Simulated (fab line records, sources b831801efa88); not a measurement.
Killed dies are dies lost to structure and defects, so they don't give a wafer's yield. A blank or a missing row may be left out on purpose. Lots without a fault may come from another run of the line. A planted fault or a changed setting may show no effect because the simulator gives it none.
Problem report in the 8D (eight disciplines) form, filled by code | flow gf180mcu | the parts of the form that need people (team, actions taken, sign-off) are left out

1. THE PROBLEM
NSD_RS at GF_PSD_RS_MEAS_14 reads a mean of 44.56 ohm/sq on 6 wafers of 2 lots; wafers without a fault read 46.14 ohm/sq with a standard deviation of 0.085. That is -19 standard deviations from the usual mean.
The step: measures by four-point-probe.
First seen on wafer L760.2, day 20 12:13, on film_metro-04. The record holds 30 wafers of 10 lots with a number at this step. Rule for "out", or "out of limits": more than 4 standard deviations from the usual mean. The other wafers with a number count as sound.

2. WHAT IT IS AND WHAT IT IS NOT
question                    | is                           | is not
which readings at this step | NSD_RS                       | -
which lots                  | L760, L761                   | L742, L746, L748, L751, L754, L755, L759, L763
which wafers of those lots  | all that have a number       | -
read on which gauges        | film_metro-03, film_metro-04 | film_metro-01
when                        | from day 20 12:13            | up to then (21 sound wafers); but 3 sound wafers of L763 came after

3. SUSPECTS, AND WHAT RULES EACH OUT
Counting: a tool at a process step up to the reading stays a suspect if it ran every lot that is out and no sound lot after the first of them.
- the gauge at GF_PSD_RS_MEAS_14: ruled out. The wafers that are out were read on 2 gauges (film_metro-03, film_metro-04).
- implanter-04 at GF_NSD_IMPLANT_09: kept. It ran every lot that is out, first L760 (day 19 11:25), and no sound lot after that; its last sound lot up to then is L754 (day 17 11:45). Its own readings are out on those wafers: beam_on_s, dose_ions_cm2.
Left after counting: implanter-04 at GF_NSD_IMPLANT_09.

4. THE CAUSE (what the simulator had put in)
Process parameter drift: implanter-04, from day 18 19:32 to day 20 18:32, at GF_NSD_IMPLANT_09. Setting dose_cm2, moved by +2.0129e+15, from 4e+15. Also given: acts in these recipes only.
Counting left only this tool.

5. THE CHAIN OF EFFECTS, in route order
Each row: a reading whose mean over the struck wafers that have a number lies more than 3 standard deviations from the usual. Only readings for which the record gives a usual standard deviation are gone through. hours: the time from each lot's start at the first step in this table that gives one to its start at this step, as a median over the lots. sigmas: the change in usual standard deviations.
hours | step              | reading                  | usual        | on struck wafers | change     | sigmas
0     | GF_NSD_IMPLANT_09 | beam_on_s                | 16.9 s       | 24.3             | +7.4       | +6.7
0     | GF_NSD_IMPLANT_09 | dose_ions_cm2            | 3.999e+15    | 6.010e+15        | +2.011e+15 | +99 or more
0     | GF_NSD_STRIP_11   | strip_time_to_endpoint_s | 22.97 s      | 23.88            | +0.91      | +23
25    | GF_PSD_RS_MEAS_14 | NSD_RS                   | 46.14 ohm/sq | 44.56            | -1.58      | -19
The process steps in it:
- GF_NSD_IMPLANT_09
- GF_NSD_STRIP_11: strips in O2/N2.

6. WHAT WOULD HAVE CAUGHT IT SOONER
In this record the first reading out of limits at a measuring or inspecting step was taken at day 20 12:13, 41 hours after the fault began at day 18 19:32.
The tool's own readings at GF_NSD_IMPLANT_09 were out on every struck wafer that the step has a row for (beam_on_s, dose_ions_cm2): an alarm limit on them would have fired on the first of those.
All the lots that are out (2) had begun GF_NSD_IMPLANT_09 on implanter-04 by day 20 12:13. A hold on the tool at that time would have spared none of them.
